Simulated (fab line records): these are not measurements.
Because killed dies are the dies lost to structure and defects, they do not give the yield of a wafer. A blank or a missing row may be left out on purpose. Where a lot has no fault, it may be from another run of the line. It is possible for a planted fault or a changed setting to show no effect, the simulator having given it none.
Which tool did it? -- flow gf180mcu -- 12 lots with 36 wafers sampled at 2 steps, on a route of 602 steps

== WHAT THE GAUGES SHOWED, per wafer ==
GF_V3_CD_MEAS_14 targets a cd of 260 nm.
lot,measured,on,cdNm (nm)
L075,day 22 14:24,cdSem-02,258.0 258.4 257.8
L077,day 23 11:35,cdSem-01,258.4 257.5 258.0
L079,day 24 04:22,cdSem-01,260.7 260.5 260.4
L081,day 24 23:13,cdSem-01,260.1 261.0 258.9
L083,day 25 16:12,cdSem-01,258.6 259.2 257.2
L085,day 26 03:27,cdSem-01,260.6 259.8 260.6
L087,day 26 21:44,cdSem-02,257.4 257.5 257.4
L089,day 27 13:48,cdSem-01,258.5 259.4 258.2
L091,day 28 01:24,cdSem-01,258.9 258.7 258.1
L093,day 28 12:00,cdSem-01,259.1 259.2 259.8
L095,day 29 03:36,cdSem-01,258.9 258.8 258.9
L097,day 29 18:23,cdSem-01,258.7 257.6 258.9

== WHAT TOOL EACH LOT RAN ON (gives the tool, then ch and the chambers of the sampled wafers, and finally the start) ==
lot,GF_V3_CVD_02
L075,"pecvd-01 ch 0,2, day 21 14:39"
L077,"pecvd-02 ch 0,1,2, day 22 11:38"
L079,"pecvd-01 ch 0,2, day 23 05:28"
L081,"pecvd-02 ch 1,2, day 24 01:16"
L083,"pecvd-03 ch 1,2, day 24 18:20"
L085,"pecvd-02 ch 0,1, day 25 05:44"
L087,"pecvd-02 ch 0,2, day 26 00:33"
L089,"pecvd-02 ch 0,1,2, day 26 17:08"
L091,"pecvd-02 ch 0,2, day 27 05:34"
L093,"pecvd-03 ch 0,1,2, day 27 16:13"
L095,"pecvd-03 ch 1,2, day 28 08:38"
L097,"pecvd-02 ch 1,2, day 28 23:13"
- GF_V3_CVD_02: deposits SiO2 from TEOS, target thk 850 nm, time 94.851 s.

== THE ANSWER, worked out from the rows above alone ==
Rule: what is usual is taken from the lots themselves. The widest of any qualifying gaps counts: lots, ordered by their means at a reading, are off when they make up no more than a third of the lots, leave a main group of 4 or more, and stand apart from it by 3 or more times the standard deviation of that group's means. Not used: any main group whose means are identical at the precision the tables above print for the reading. Also off: a lot with no number at a reading for which 4 or more lots have one. The other lots that the step has rows for count as sound.
No lot is off at any reading shown: from this, nothing can be told.

== WHAT THE SIMULATOR HAD PUT IN ==
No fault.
